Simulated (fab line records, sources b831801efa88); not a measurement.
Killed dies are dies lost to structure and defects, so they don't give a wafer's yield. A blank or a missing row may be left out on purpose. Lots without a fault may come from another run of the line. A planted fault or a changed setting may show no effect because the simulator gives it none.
Which tool did it? | flow sky130 | 13 lots, 36 wafers sampled, at 5 steps of a route of 708

WHAT THE GAUGES READ, wafer by wafer
SKY_DNWELL_TW_MEAS_09. Usual: DNWELL_TW 1111, standard deviation 16.
lot  | measured    | on            | DNWELL_TW      | flag
L473 | day 3 06:59 | film_metro-03 | 1104 1105 1109 |
L481 | day 4 22:32 | film_metro-03 | 1100 1099      |
L482 | day 5 04:16 | film_metro-01 | 1091 1092      |
L484 | day 5 15:22 | film_metro-02 | 1126 1127      |
L486 | day 6 01:00 | film_metro-01 | 1093 1090 1091 |
L487 | day 8 17:08 | film_metro-03 | 1108 1109 1110 |
L488 | day 9 01:39 | film_metro-02 | 1135 1131 1135 |
L492 | day 9 03:42 | film_metro-01 | 1098 1089 1097 |
L490 | day 9 04:13 | film_metro-01 | 1091 1091 1091 |
L493 | day 9 05:15 | film_metro-01 | 1100 1106 1098 |
L494 | day 9 05:38 | film_metro-02 | 1142 1138 1136 |
L496 | day 9 07:30 | film_metro-01 | 1098 1097 1092 |
L495 | day 9 08:12 | film_metro-01 | 1096 1099 1103 |

SKY_PWDE_TW_MEAS_10. Usual: PWDE_TW 372, standard deviation 4.
lot  | measured     | on            | PWDE_TW     | flag
L473 | day 3 22:35  | film_metro-03 | 372 372 372 |
L481 | day 5 16:36  | film_metro-03 | 372 371     |
L482 | day 5 20:44  | film_metro-01 | 368 368     |
L484 | day 6 02:59  | film_metro-02 | 375 377     |
L486 | day 6 08:27  | film_metro-02 | 377 376 376 |
L487 | day 9 15:10  | film_metro-02 | 381 383 381 |
L488 | day 9 23:00  | film_metro-01 | 367 366 368 |
L492 | day 10 02:16 | film_metro-02 | 378 378 379 |
L490 | day 10 02:34 | film_metro-02 | 379 379 377 |
L493 | day 10 03:31 | film_metro-01 | 369 368 369 |
L494 | day 10 04:01 | film_metro-01 | 368 366 368 |
L496 | day 10 06:04 | film_metro-03 | 370 368 370 |
L495 | day 10 06:46 | film_metro-03 | 369 368 369 |

SKY_VT_ADJUST_LVTN_OVL_MEAS_07. Usual: VT_ADJUST_LVTN_OVL -1.6 nm, standard deviation 1.5.
lot  | measured     | on         | VT_ADJUST_LVTN_OVL (nm) | flag
L473 | day 8 01:37  | overlay-01 | 0.8 0.9 -0.7            |
L481 | day 8 13:00  | overlay-01 | 0.7 -                   |
L482 | day 8 14:19  | overlay-01 | - -1.5                  |
L484 | day 8 15:16  | overlay-02 | - -2.8                  |
L486 | day 8 16:40  | overlay-01 | -2.8 -1.0 -0.7          |
L487 | day 13 16:39 | overlay-02 | 0.6 0.9 -0.4            |
L488 | day 14 00:49 | overlay-02 | -2.4 -2.8 -2.4          |
L492 | day 14 04:06 | overlay-02 | -3.0 -3.3 -3.0          |
L490 | day 14 05:07 | overlay-01 | 0.2 1.4 0.5             |
L493 | day 14 06:28 | overlay-02 | -1.7 0.9 -0.7           |
L494 | day 14 08:04 | overlay-02 | -0.9 -2.3 -1.6          |
L496 | day 14 09:38 | overlay-02 | -2.7 -1.8 -1.2          |
L495 | day 14 11:17 | overlay-01 | -0.1 -0.9 -1.5          |

SKY_VT_ADJUST_LVTN_TW_MEAS_10. Usual: VT_ADJUST_LVTN_TW 238.3, standard deviation 1.8.
lot  | measured     | on            | VT_ADJUST_LVTN_TW | flag
L473 | day 8 01:55  | film_metro-01 | 236.7 236.1 236.2 |
L481 | day 8 13:17  | film_metro-04 | 238.3 29.6        | OFF
L482 | day 8 14:37  | film_metro-03 | 29.8 239.5        | OFF
L484 | day 8 15:33  | film_metro-03 | 29.9 239.8        | OFF
L486 | day 8 16:57  | film_metro-01 | 236.5 236.2 236.0 |
L487 | day 13 16:56 | film_metro-03 | 238.1 238.9 238.3 |
L488 | day 14 01:06 | film_metro-01 | 236.7 236.0 236.0 |
L492 | day 14 04:23 | film_metro-03 | 238.4 237.1 238.5 |
L490 | day 14 05:24 | film_metro-04 | 242.6 240.9 240.1 |
L493 | day 14 06:46 | film_metro-01 | 236.8 237.0 236.7 |
L494 | day 14 08:22 | film_metro-04 | 240.8 242.0 240.4 |
L496 | day 14 09:56 | film_metro-03 | 238.9 238.9 238.9 |
L495 | day 14 11:35 | film_metro-03 | 238.7 239.7 239.4 |

WHICH TOOL RAN EACH LOT (tool, then ch and the chambers of the sampled wafers, then the start)
lot  | SKY_VT_ADJUST_LVTN_DEVELOP_06
L473 | litho_track-03 ch 0, day 8 01:00
L481 | litho_track-02 ch 0, day 8 12:00
L482 | litho_track-02 ch 0, day 8 14:00
L484 | litho_track-02 ch 0, day 8 15:00
L486 | litho_track-01 ch 0, day 8 16:00
L487 | litho_track-02 ch 0, day 13 16:00
L488 | litho_track-01 ch 0, day 14 00:00
L492 | litho_track-02 ch 0, day 14 03:00
L490 | litho_track-01 ch 0, day 14 04:00
L493 | litho_track-03 ch 0, day 14 06:00
L494 | litho_track-02 ch 0, day 14 07:00
L496 | litho_track-02 ch 0, day 14 09:00
L495 | litho_track-02 ch 0, day 14 11:00
- SKY_VT_ADJUST_LVTN_DEVELOP_06: develop time 60 s.

WHAT THE TOOLS THEMSELVES READ (means of the sampled wafers that have a number; where no wafer has one, the mark that the record gives instead)
SKY_VT_ADJUST_LVTN_DEVELOP_06. Usual: developer_temp_C 23.00 C, standard deviation 0.1.
lot  | tool           | developer_temp_C (C) | flag
L473 | litho_track-03 | 22.96                |
L481 | litho_track-02 | 23.07                |
L482 | litho_track-02 | 22.93                |
L484 | litho_track-02 | 23.07                |
L486 | litho_track-01 | 22.88                |
L487 | litho_track-02 | 23.09                |
L488 | litho_track-01 | 22.99                |
L492 | litho_track-02 | 22.90                |
L490 | litho_track-01 | 23.10                |
L493 | litho_track-03 | 22.95                |
L494 | litho_track-02 | 22.93                |
L496 | litho_track-02 | 23.03                |
L495 | litho_track-02 | 23.10                |

THE ANSWER, worked out from the rows above alone
Rule: a lot is off if the mean of its wafers that have a number lies more than 3 standard deviations from the usual mean. A lot without any number at a reading at which 4 lots or more have one is off too. The other lots that the step has rows for count as sound. The gauges are gone through in route order, then the tools' own readings, and for those a lot's mean is taken as printed above. The first step at which some lot is off is used, and at that step the reading that is off furthest; a lot without a number counts as furthest.
Off: L481, L482, L484, at SKY_VT_ADJUST_LVTN_TW_MEAS_10 (VT_ADJUST_LVTN_TW).
A tool fits if, at a process step before that reading, it ran every lot that is off, and no sound lot after the first of them. The gauges at SKY_VT_ADJUST_LVTN_TW_MEAS_10 are tried like those tools. None of those tried fits.

WHAT THE SIMULATOR HAD PUT IN
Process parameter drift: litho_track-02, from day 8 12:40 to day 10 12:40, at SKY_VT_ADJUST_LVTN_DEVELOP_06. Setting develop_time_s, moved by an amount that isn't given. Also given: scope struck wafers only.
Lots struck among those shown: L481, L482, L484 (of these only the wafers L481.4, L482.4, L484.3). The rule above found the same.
